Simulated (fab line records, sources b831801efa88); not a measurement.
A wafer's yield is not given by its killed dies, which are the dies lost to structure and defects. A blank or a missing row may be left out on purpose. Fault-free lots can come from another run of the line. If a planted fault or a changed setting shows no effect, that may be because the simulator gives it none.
fab line records / flow sky130
record lots=5 wafers=15 lastDay=51
route steps=708 shown VT_ADJUST_PCH@143 SONOS_TUNNEL@154
lots that met no fault: from a run of the same line without faults
startH: start of the lot's first displayed wafer, in hours after the record's first day / waitH: how many hours have passed since the lot's step before this one / " unchanged from the row above / L1.1+2: several wafers, shown together as one row / - no value, or no start was given / * or withheld: withheld / < > ~ a bound
route shown NAME@n: NAME is a module with steps in the file, n the number in the route of the first one / usual: mean/standard deviation taken from wafers without a fault / same: alike in all rows / chamber/n: place in a boat / sites: the reading at each site / _std_site: how widely they spread, as a standard deviation / _edge_site: outer sites' mean less inner sites' / radiusMm: how far each site lies from the wafer's centre / mask NAME#n: copy n / behind: the tool/chamber that last shaped the wafer / hold: cause of the lot's hold/its duration in hours/its outcome / device: transistor that didn't switch, given as n, p or np / end of line: the route-end tests of the same wafers / a step with no rows: only its recipe / killed: the dies lost at the first sort to structure and to defects; this is not the yield of the wafer / map: dies across one wafer; x = killed, . = not, _ = none there
set.NAME: setting as actually run; set.NAME@STEP: the setting as run at that earlier step / model.NAME: the simulator's own value behind a step, which no gauge read
lots at selected steps of the route; one table per step, one row per wafer
services: when a tool's chamber went out of use (startH, in hours from the record's first day, below 0 if earlier), for how many hours, and the reason
## steps
# step SKY_VT_ADJUST_PCH_DEHYDRATE_00
# recipe tempC=200 timeS=60
# usual plateTempC=200.02/0.15
lot.wafer=L080.2 tool=lithoTrack-03 chamber=0 startH=265.97 waitH=11.4 plateTempC=200.12
lot.wafer=L080.5 tool=lithoTrack-03 chamber=0 startH=265.97 waitH=11.4 plateTempC=200.25
lot.wafer=L080.6 tool=lithoTrack-03 chamber=0 startH=265.97 waitH=11.4 plateTempC=200.01
lot.wafer=L081.4 tool=lithoTrack-02 chamber=0 startH=276.78 waitH=11.0 plateTempC=200.25
lot.wafer=L081.5 tool=lithoTrack-02 chamber=0 startH=276.78 waitH=11.0 plateTempC=200.11
lot.wafer=L081.6 tool=lithoTrack-02 chamber=0 startH=276.78 waitH=11.0 plateTempC=200.24
lot.wafer=L093.1 tool=lithoTrack-03 chamber=0 startH=362.94 waitH=13.0 plateTempC=199.87
lot.wafer=L093.4 tool=lithoTrack-03 chamber=0 startH=362.94 waitH=13.0 plateTempC=199.86
lot.wafer=L093.5 tool=lithoTrack-03 chamber=0 startH=362.94 waitH=13.0 plateTempC=200.11
lot.wafer=L095.1 tool=lithoTrack-03 chamber=0 startH=382.24 waitH=13.1 plateTempC=200.16
lot.wafer=L095.4 tool=lithoTrack-03 chamber=0 startH=382.24 waitH=13.1 plateTempC=200.06
lot.wafer=L095.5 tool=lithoTrack-03 chamber=0 startH=382.24 waitH=13.1 plateTempC=199.95
lot.wafer=L096.1 tool=lithoTrack-01 chamber=0 startH=387.71 waitH=14.1 plateTempC=200.12
lot.wafer=L096.2 tool=lithoTrack-01 chamber=0 startH=387.71 waitH=14.1 plateTempC=200.02
lot.wafer=L096.3 tool=lithoTrack-01 chamber=0 startH=387.71 waitH=14.1 plateTempC=200.02
# step SKY_VT_ADJUST_PCH_HMDS_01
# recipe primeTimeS=60 primeTempC=120
lot.wafer=L080.2+5+6 tool=lithoTrack-03 chamber=0 startH=266.12 waitH=0.1
lot.wafer=L081.4+5+6 tool=lithoTrack-02 chamber=0 startH=276.93 waitH=0.1
lot.wafer=L093.1+4+5 tool=lithoTrack-03 chamber=0 startH=363.09 waitH=0.1
lot.wafer=L095.1+4+5 tool=lithoTrack-03 chamber=0 startH=382.39 waitH=0.1
lot.wafer=L096.1+2+3 tool=lithoTrack-01 chamber=0 startH=387.86 waitH=0.1
# step SKY_VT_ADJUST_PCH_COAT_02
# recipe spinRpm=2000 resistThkNm=3000
lot.wafer=L080.2+5+6 tool=lithoTrack-03 chamber=0 startH=266.27 waitH=0.1
lot.wafer=L081.4+5+6 tool=lithoTrack-02 chamber=0 startH=277.08 waitH=0.1
lot.wafer=L093.1+4+5 tool=lithoTrack-03 chamber=0 startH=363.24 waitH=0.1
lot.wafer=L095.1+4+5 tool=lithoTrack-03 chamber=0 startH=382.54 waitH=0.1
lot.wafer=L096.1+2+3 tool=lithoTrack-01 chamber=0 startH=388.01 waitH=0.1
# step SKY_VT_ADJUST_PCH_SOFTBAKE_03
# recipe tempC=110 timeS=withheld
# usual plateTempC=110.01/0.14
lot.wafer=L080.2 tool=lithoTrack-03 chamber=0 startH=266.42 waitH=0.1 plateTempC=109.97
lot.wafer=L080.5 tool=lithoTrack-03 chamber=0 startH=266.42 waitH=0.1 plateTempC=110.25
lot.wafer=L080.6 tool=lithoTrack-03 chamber=0 startH=266.42 waitH=0.1 plateTempC=109.99
lot.wafer=L081.4 tool=lithoTrack-02 chamber=0 startH=277.26 waitH=0.1 plateTempC=110.31
lot.wafer=L081.5 tool=lithoTrack-02 chamber=0 startH=277.26 waitH=0.1 plateTempC=110.18
lot.wafer=L081.6 tool=lithoTrack-02 chamber=0 startH=277.26 waitH=0.1 plateTempC=110.22
lot.wafer=L093.1 tool=lithoTrack-03 chamber=0 startH=363.39 waitH=0.1 plateTempC=110.21
lot.wafer=L093.4 tool=lithoTrack-03 chamber=0 startH=363.39 waitH=0.1 plateTempC=109.83
lot.wafer=L093.5 tool=lithoTrack-03 chamber=0 startH=363.39 waitH=0.1 plateTempC=109.86
lot.wafer=L095.1 tool=lithoTrack-03 chamber=0 startH=382.69 waitH=0.1 plateTempC=110.01
lot.wafer=L095.4 tool=lithoTrack-03 chamber=0 startH=382.69 waitH=0.1 plateTempC=109.89
lot.wafer=L095.5 tool=lithoTrack-03 chamber=0 startH=382.69 waitH=0.1 plateTempC=110.02
lot.wafer=L096.1 tool=lithoTrack-01 chamber=0 startH=388.16 waitH=0.1 plateTempC=110.13
lot.wafer=L096.2 tool=lithoTrack-01 chamber=0 startH=388.16 waitH=0.1 plateTempC=110.04
lot.wafer=L096.3 tool=lithoTrack-01 chamber=0 startH=388.16 waitH=0.1 plateTempC=110.17
# step SKY_VT_ADJUST_PCH_EXPOSE_04
# recipe maskId=NWM na=0.6 sourceShape=conventional sigmaOuter=0.6 polarization=unpolarized targetCdNm=840 doseMj=255
# same sigmaOuter=0.6
lot.wafer=L080.2+5+6 tool=ilineStepper-02 chamber=0 startH=- waitH=- mask=NWM#0
lot.wafer=L081.4+5+6 tool=ilineStepper-02 chamber=0 startH=- waitH=- mask=NWM#0
lot.wafer=L093.1+4+5 tool=ilineStepper-01 chamber=0 startH=- waitH=- mask=NWM#0
lot.wafer=L095.1+4+5 tool=ilineStepper-02 chamber=0 startH=- waitH=- mask=NWM#0
lot.wafer=L096.1+2+3 tool=ilineStepper-02 chamber=0 startH=- waitH=- mask=NWM#0
# step SKY_VT_ADJUST_PCH_PEB_05
# recipe tempC=115 timeS=withheld
# usual plateTempC=115.01/0.12
lot.wafer=L080.2 tool=lithoTrack-03 chamber=0 startH=- waitH=- plateTempC=115.08
lot.wafer=L080.5 tool=lithoTrack-03 chamber=0 startH=- waitH=- plateTempC=115.04
lot.wafer=L080.6 tool=lithoTrack-03 chamber=0 startH=- waitH=- plateTempC=114.95
lot.wafer=L081.4 tool=lithoTrack-02 chamber=0 startH=- waitH=- plateTempC=115.24
lot.wafer=L081.5 tool=lithoTrack-02 chamber=0 startH=- waitH=- plateTempC=115.19
lot.wafer=L081.6 tool=lithoTrack-02 chamber=0 startH=- waitH=- plateTempC=115.06
lot.wafer=L093.1 tool=lithoTrack-02 chamber=0 startH=- waitH=- plateTempC=114.79
lot.wafer=L093.4 tool=lithoTrack-02 chamber=0 startH=- waitH=- plateTempC=114.83
lot.wafer=L093.5 tool=lithoTrack-02 chamber=0 startH=- waitH=- plateTempC=114.78
lot.wafer=L095.1 tool=lithoTrack-02 chamber=0 startH=- waitH=- plateTempC=114.97
lot.wafer=L095.4 tool=lithoTrack-02 chamber=0 startH=- waitH=- plateTempC=114.81
lot.wafer=L095.5 tool=lithoTrack-02 chamber=0 startH=- waitH=- plateTempC=115.04
lot.wafer=L096.1 tool=lithoTrack-02 chamber=0 startH=- waitH=- plateTempC=115.09
lot.wafer=L096.2 tool=lithoTrack-02 chamber=0 startH=- waitH=- plateTempC=115.01
lot.wafer=L096.3 tool=lithoTrack-02 chamber=0 startH=- waitH=- plateTempC=115.18
# step SKY_VT_ADJUST_PCH_DEVELOP_06
# recipe wallAngleDeg=90 developer=TMAH developTimeS=60 devTempC=23
lot.wafer=L080.2+5+6 tool=lithoTrack-03 chamber=0 startH=- waitH=-
lot.wafer=L081.4+5+6 tool=lithoTrack-02 chamber=0 startH=- waitH=-
lot.wafer=L093.1+4+5 tool=lithoTrack-02 chamber=0 startH=- waitH=-
lot.wafer=L095.1+4+5 tool=lithoTrack-02 chamber=0 startH=- waitH=-
lot.wafer=L096.1+2+3 tool=lithoTrack-02 chamber=0 startH=- waitH=-
# step SKY_VT_ADJUST_PCH_OVL_MEAS_07
# usual VT_ADJUST_PCH_OVL=0.6/1.2
lot.wafer=L080.2 tool=overlay-01 chamber=- startH=278.10 waitH=- VT_ADJUST_PCH_OVL[nm]=1.6
lot.wafer=L080.5 tool=overlay-01 chamber=- startH=278.10 waitH=- VT_ADJUST_PCH_OVL[nm]=-0.2
lot.wafer=L080.6 tool=overlay-01 chamber=- startH=278.10 waitH=- VT_ADJUST_PCH_OVL[nm]=1.9
lot.wafer=L081.4 tool=overlay-02 chamber=- startH=290.67 waitH=- VT_ADJUST_PCH_OVL[nm]=-0.2
lot.wafer=L081.5 tool=overlay-02 chamber=- startH=290.67 waitH=- VT_ADJUST_PCH_OVL[nm]=0.3
lot.wafer=L081.6 tool=overlay-02 chamber=- startH=290.67 waitH=- VT_ADJUST_PCH_OVL[nm]=1.5
lot.wafer=L093.1 tool=overlay-01 chamber=- startH=378.01 waitH=- VT_ADJUST_PCH_OVL[nm]=0.5
lot.wafer=L093.4 tool=overlay-01 chamber=- startH=378.01 waitH=- VT_ADJUST_PCH_OVL[nm]=-1.0
lot.wafer=L093.5 tool=overlay-01 chamber=- startH=378.01 waitH=- VT_ADJUST_PCH_OVL[nm]=0.3
lot.wafer=L095.1 tool=overlay-02 chamber=- startH=397.46 waitH=- VT_ADJUST_PCH_OVL[nm]=0.0
lot.wafer=L095.4 tool=overlay-02 chamber=- startH=397.46 waitH=- VT_ADJUST_PCH_OVL[nm]=1.5
lot.wafer=L095.5 tool=overlay-02 chamber=- startH=397.46 waitH=- VT_ADJUST_PCH_OVL[nm]=-1.3
lot.wafer=L096.1 tool=overlay-01 chamber=- startH=403.31 waitH=- VT_ADJUST_PCH_OVL[nm]=-0.9
lot.wafer=L096.2 tool=overlay-01 chamber=- startH=403.31 waitH=- VT_ADJUST_PCH_OVL[nm]=-0.4
lot.wafer=L096.3 tool=overlay-01 chamber=- startH=403.31 waitH=- VT_ADJUST_PCH_OVL[nm]=-0.3
# step SKY_VT_ADJUST_PCH_IMPLANT_08
# recipe species=B energyKev=10 doseCm2=5e+11 tiltDeg=withheld
# usual beamOnS=10.00/0.19 endStationPressureTorr=4.99e-06/2.6e-07
lot.wafer=L080.2 tool=implanter-04 chamber=0 startH=278.15 waitH=0.0 beamOnS=10.17 endStationPressureTorr=4.48e-06
lot.wafer=L080.5 tool=implanter-04 chamber=0 startH=278.15 waitH=0.0 beamOnS=9.92 endStationPressureTorr=5.48e-06
lot.wafer=L080.6 tool=implanter-04 chamber=0 startH=278.15 waitH=0.0 beamOnS=9.76 endStationPressureTorr=4.77e-06
lot.wafer=L081.4 tool=implanter-02 chamber=0 startH=290.77 waitH=0.1 beamOnS=10.17 endStationPressureTorr=4.98e-06
lot.wafer=L081.5 tool=implanter-02 chamber=0 startH=290.77 waitH=0.1 beamOnS=10.01 endStationPressureTorr=5.2e-06
lot.wafer=L081.6 tool=implanter-02 chamber=0 startH=290.77 waitH=0.1 beamOnS=9.97 endStationPressureTorr=4.83e-06
lot.wafer=L093.1 tool=implanter-02 chamber=0 startH=378.04 waitH=0.0 beamOnS=9.95 endStationPressureTorr=4.62e-06
lot.wafer=L093.4 tool=implanter-02 chamber=0 startH=378.04 waitH=0.0 beamOnS=10.02 endStationPressureTorr=5.24e-06
lot.wafer=L093.5 tool=implanter-02 chamber=0 startH=378.04 waitH=0.0 beamOnS=9.93 endStationPressureTorr=4.6e-06
lot.wafer=L095.1 tool=implanter-02 chamber=0 startH=397.49 waitH=0.0 beamOnS=9.95 endStationPressureTorr=5.06e-06
lot.wafer=L095.4 tool=implanter-02 chamber=0 startH=397.49 waitH=0.0 beamOnS=9.84 endStationPressureTorr=4.66e-06
lot.wafer=L095.5 tool=implanter-02 chamber=0 startH=397.49 waitH=0.0 beamOnS=10.28 endStationPressureTorr=5.07e-06
lot.wafer=L096.1 tool=implanter-02 chamber=0 startH=403.34 waitH=0.0 beamOnS=10.04 endStationPressureTorr=5.01e-06
lot.wafer=L096.2 tool=implanter-02 chamber=0 startH=403.34 waitH=0.0 beamOnS=10.31 endStationPressureTorr=4.91e-06
lot.wafer=L096.3 tool=implanter-02 chamber=0 startH=403.34 waitH=0.0 beamOnS=9.97 endStationPressureTorr=5.24e-06
# step SKY_VT_ADJUST_PCH_STRIP_09
# recipe chemistry=O2/N2 powerW=1400 pressureMtorr=1500 platenTempC=withheld o2FlowSccm=3000 n2FlowSccm=300 overashFraction=0.5
# usual drypumpMotorCurrentA=5.5/0.38 oesProductAu=0.722/0.0042 stripTimeToEndpointS=36.90/0.12
lot.wafer=L080.2 tool=plasmaAsher-03 chamber=0 startH=278.28 waitH=0.1 drypumpMotorCurrentA=5.4 oesProductAu=0.720 rfHoursCounterH=59 stripTimeToEndpointS=36.95
lot.wafer=L080.5 tool=plasmaAsher-03 chamber=0 startH=278.28 waitH=0.1 drypumpMotorCurrentA=5.4 oesProductAu=0.724 rfHoursCounterH=- stripTimeToEndpointS=36.98
lot.wafer=L080.6 tool=plasmaAsher-03 chamber=1 startH=278.28 waitH=0.1 drypumpMotorCurrentA=5.2 oesProductAu=0.726 rfHoursCounterH=- stripTimeToEndpointS=36.99
lot.wafer=L081.4 tool=plasmaAsher-03 chamber=0 startH=290.88 waitH=0.1 drypumpMotorCurrentA=5.4 oesProductAu=0.717 rfHoursCounterH=- stripTimeToEndpointS=37.02
lot.wafer=L081.5 tool=plasmaAsher-03 chamber=0 startH=290.88 waitH=0.1 drypumpMotorCurrentA=5.4 oesProductAu=0.722 rfHoursCounterH=- stripTimeToEndpointS=36.97
lot.wafer=L081.6 tool=plasmaAsher-03 chamber=1 startH=290.88 waitH=0.1 drypumpMotorCurrentA=5.2 oesProductAu=0.721 rfHoursCounterH=- stripTimeToEndpointS=36.81
lot.wafer=L093.1 tool=plasmaAsher-04 chamber=0 startH=378.19 waitH=0.1 drypumpMotorCurrentA=5.3 oesProductAu=0.723 rfHoursCounterH=53 stripTimeToEndpointS=36.88
lot.wafer=L093.4 tool=plasmaAsher-04 chamber=1 startH=378.19 waitH=0.1 drypumpMotorCurrentA=6.1 oesProductAu=0.721 rfHoursCounterH=- stripTimeToEndpointS=36.89
lot.wafer=L093.5 tool=plasmaAsher-04 chamber=1 startH=378.19 waitH=0.1 drypumpMotorCurrentA=6.1 oesProductAu=0.714 rfHoursCounterH=- stripTimeToEndpointS=36.90
lot.wafer=L095.1 tool=plasmaAsher-04 chamber=0 startH=397.64 waitH=0.1 drypumpMotorCurrentA=5.3 oesProductAu=0.719 rfHoursCounterH=56 stripTimeToEndpointS=37.07
lot.wafer=L095.4 tool=plasmaAsher-04 chamber=1 startH=397.64 waitH=0.1 drypumpMotorCurrentA=6.1 oesProductAu=0.723 rfHoursCounterH=- stripTimeToEndpointS=37.09
lot.wafer=L095.5 tool=plasmaAsher-04 chamber=1 startH=397.64 waitH=0.1 drypumpMotorCurrentA=6.1 oesProductAu=0.721 rfHoursCounterH=- stripTimeToEndpointS=37.22
lot.wafer=L096.1 tool=plasmaAsher-03 chamber=1 startH=403.49 waitH=0.1 drypumpMotorCurrentA=5.2 oesProductAu=0.720 rfHoursCounterH=70 stripTimeToEndpointS=36.86
lot.wafer=L096.2 tool=plasmaAsher-03 chamber=0 startH=403.49 waitH=0.1 drypumpMotorCurrentA=5.4 oesProductAu=0.723 rfHoursCounterH=70 stripTimeToEndpointS=36.81
lot.wafer=L096.3 tool=plasmaAsher-03 chamber=0 startH=403.49 waitH=0.1 drypumpMotorCurrentA=5.5 oesProductAu=0.725 rfHoursCounterH=- stripTimeToEndpointS=36.77
# step SKY_VT_ADJUST_PCH_TW_MEAS_10
# usual VT_ADJUST_PCH_TW=143.3/1
lot.wafer=L080.2 tool=filmMetro-03 chamber=- startH=278.39 waitH=0.1 VT_ADJUST_PCH_TW=144.2
lot.wafer=L080.5 tool=filmMetro-03 chamber=- startH=278.39 waitH=0.1 VT_ADJUST_PCH_TW=143.3
lot.wafer=L080.6 tool=filmMetro-03 chamber=- startH=278.39 waitH=0.1 VT_ADJUST_PCH_TW=143.1
lot.wafer=L081.4 tool=filmMetro-01 chamber=- startH=290.97 waitH=0.1 VT_ADJUST_PCH_TW=141.5
lot.wafer=L081.5 tool=filmMetro-01 chamber=- startH=290.97 waitH=0.1 VT_ADJUST_PCH_TW=140.8
lot.wafer=L081.6 tool=filmMetro-01 chamber=- startH=290.97 waitH=0.1 VT_ADJUST_PCH_TW=141.2
lot.wafer=L093.1 tool=filmMetro-01 chamber=- startH=378.29 waitH=0.1 VT_ADJUST_PCH_TW=143.3
lot.wafer=L093.4 tool=filmMetro-01 chamber=- startH=378.29 waitH=0.1 VT_ADJUST_PCH_TW=142.7
lot.wafer=L093.5 tool=filmMetro-01 chamber=- startH=378.29 waitH=0.1 VT_ADJUST_PCH_TW=143.0
lot.wafer=L095.1 tool=filmMetro-02 chamber=- startH=397.74 waitH=0.1 VT_ADJUST_PCH_TW=144.8
lot.wafer=L095.4 tool=filmMetro-02 chamber=- startH=397.74 waitH=0.1 VT_ADJUST_PCH_TW=143.9
lot.wafer=L095.5 tool=filmMetro-02 chamber=- startH=397.74 waitH=0.1 VT_ADJUST_PCH_TW=145.1
lot.wafer=L096.1 tool=filmMetro-01 chamber=- startH=403.59 waitH=0.1 VT_ADJUST_PCH_TW=143.4
lot.wafer=L096.2 tool=filmMetro-01 chamber=- startH=403.59 waitH=0.1 VT_ADJUST_PCH_TW=144.1
lot.wafer=L096.3 tool=filmMetro-01 chamber=- startH=403.59 waitH=0.1 VT_ADJUST_PCH_TW=143.3
# step SKY_SONOS_TUNNEL_DEHYDRATE_00
# recipe tempC=200 timeS=60
# usual plateTempC=199.99/0.15
lot.wafer=L080.2 tool=lithoTrack-02 chamber=0 startH=291.33 waitH=12.9 plateTempC=199.94
lot.wafer=L080.5 tool=lithoTrack-02 chamber=0 startH=291.33 waitH=12.9 plateTempC=200.24
lot.wafer=L080.6 tool=lithoTrack-02 chamber=0 startH=291.33 waitH=12.9 plateTempC=200.14
lot.wafer=L081.4 tool=lithoTrack-03 chamber=0 startH=302.72 waitH=11.7 plateTempC=200.02
lot.wafer=L081.5 tool=lithoTrack-03 chamber=0 startH=302.72 waitH=11.7 plateTempC=200.12
lot.wafer=L081.6 tool=lithoTrack-03 chamber=0 startH=302.72 waitH=11.7 plateTempC=200.01
lot.wafer=L093.1 tool=lithoTrack-02 chamber=0 startH=392.11 waitH=13.8 plateTempC=199.84
lot.wafer=L093.4 tool=lithoTrack-02 chamber=0 startH=392.11 waitH=13.8 plateTempC=200.02
lot.wafer=L093.5 tool=lithoTrack-02 chamber=0 startH=392.11 waitH=13.8 plateTempC=199.52
lot.wafer=L095.1 tool=lithoTrack-02 chamber=0 startH=412.51 waitH=14.8 plateTempC=199.83
lot.wafer=L095.4 tool=lithoTrack-02 chamber=0 startH=412.51 waitH=14.8 plateTempC=200.03
lot.wafer=L095.5 tool=lithoTrack-02 chamber=0 startH=412.51 waitH=14.8 plateTempC=200.02
lot.wafer=L096.1 tool=lithoTrack-04 chamber=0 startH=417.87 waitH=14.3 plateTempC=200.06
lot.wafer=L096.2 tool=lithoTrack-04 chamber=0 startH=417.87 waitH=14.3 plateTempC=199.71
lot.wafer=L096.3 tool=lithoTrack-04 chamber=0 startH=417.87 waitH=14.3 plateTempC=199.90
# step SKY_SONOS_TUNNEL_HMDS_01
# recipe primeTimeS=60 primeTempC=120
lot.wafer=L080.2+5+6 tool=lithoTrack-02 chamber=0 startH=291.48 waitH=0.1
lot.wafer=L081.4+5+6 tool=lithoTrack-03 chamber=0 startH=302.87 waitH=0.1
lot.wafer=L093.1+4+5 tool=lithoTrack-02 chamber=0 startH=392.26 waitH=0.1
lot.wafer=L095.1+4+5 tool=lithoTrack-02 chamber=0 startH=412.66 waitH=0.1
lot.wafer=L096.1+2+3 tool=lithoTrack-04 chamber=0 startH=418.02 waitH=0.1
# step SKY_SONOS_TUNNEL_COAT_02
# recipe resist=NOVOLAK spinRpm=3000 resistThkNm=1140
lot.wafer=L080.2+5+6 tool=lithoTrack-02 chamber=0 startH=291.63 waitH=0.1
lot.wafer=L081.4+5+6 tool=lithoTrack-03 chamber=0 startH=303.02 waitH=0.1
lot.wafer=L093.1+4+5 tool=lithoTrack-02 chamber=0 startH=392.41 waitH=0.1
lot.wafer=L095.1+4+5 tool=lithoTrack-02 chamber=0 startH=412.81 waitH=0.1
lot.wafer=L096.1+2+3 tool=lithoTrack-04 chamber=0 startH=418.17 waitH=0.1
## services
tool=plasmaAsher-03 chamber=- startH=259.87 hours=3.2 kind=repair
tool=implanter-04 chamber=- startH=268.79 hours=2.4 kind=repair
tool=implanter-04 chamber=- startH=282.81 hours=3.8 kind=pm
tool=plasmaAsher-04 chamber=- startH=286.27 hours=1.5 kind=repair
tool=plasmaAsher-03 chamber=- startH=310.19 hours=1.2 kind=repair
tool=ilineStepper-01 chamber=0 startH=312.51 hours=- kind=calibration
tool=ilineStepper-02 chamber=- startH=326.94 hours=1.6 kind=repair
tool=plasmaAsher-03 chamber=- startH=330.88 hours=0.3 kind=repair
tool=implanter-04 chamber=- startH=343.69 hours=18.8 kind=pm
tool=plasmaAsher-04 chamber=- startH=356.70 hours=1.1 kind=repair
tool=ilineStepper-02 chamber=- startH=384.66 hours=1.7 kind=pm
tool=implanter-04 chamber=- startH=385.15 hours=1.9 kind=repair
tool=plasmaAsher-03 chamber=- startH=386.45 hours=11.9 kind=repair
tool=plasmaAsher-03 chamber=- startH=391.56 hours=7.6 kind=repair
## key
fault none
